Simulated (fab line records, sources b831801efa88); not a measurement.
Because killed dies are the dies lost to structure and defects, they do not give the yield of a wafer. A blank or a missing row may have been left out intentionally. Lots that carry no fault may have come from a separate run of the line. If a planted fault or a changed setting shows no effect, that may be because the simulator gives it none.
Which tool was responsible?	flow gf180mcu	Sampling: 6 lots, 18 wafers, 2 of 602 route steps

## WHAT THE GAUGES SHOWED, per wafer
GF_V5_CD_MEAS_14: target cd 260 nm.
lot	measured	on	cdNm (nm)
L732	day 27 20:29	cdSem-01	261.8 262.0 263.6
L734	day 28 09:25	cdSem-01	261.0 260.7 260.4
L737	day 29 10:04	cdSem-01	259.1 259.2 259.3
L741	day 30 16:21	cdSem-01	260.3 261.3 261.4
L743	day 31 04:08	cdSem-02	260.2 260.7 260.7
L748	day 32 12:26	cdSem-01	258.8 258.7 259.0

## TOOL THAT RAN EACH LOT (tool first, then ch and the chambers of the sampled wafers, then the start)
lot	GF_V1_SPUTTER_21
L732	pvdSputter-01, day 18 22:41
L734	pvdSputter-04, day 19 14:38
L737	pvdSputter-04, day 20 20:53
L741	pvdSputter-01, day 22 12:31
L743	pvdSputter-04, day 23 00:07
L748	pvdSputter-04, day 24 20:35
- GF_V1_SPUTTER_21: material Ti, target thk 15 nm, time 80.02 s.

## THE ANSWER, worked out from the rows above alone
Rule: what is usual is taken from the lots themselves. The widest of any qualifying gaps counts: lots, ordered by their means at a reading, are off when they make up no more than a third of the lots, leave a main group of 4 or more, and stand apart from it by 3 or more times the standard deviation of that group's means. Not used: any main group whose means are identical at the precision the tables above print for the reading. Also off: a lot with no number at a reading for which 4 or more lots have one. Any other lot the step has rows for is counted as sound.
Nothing can be told from this: no lot is off at any reading shown.

## WHAT HAD BEEN PUT IN BY THE SIMULATOR
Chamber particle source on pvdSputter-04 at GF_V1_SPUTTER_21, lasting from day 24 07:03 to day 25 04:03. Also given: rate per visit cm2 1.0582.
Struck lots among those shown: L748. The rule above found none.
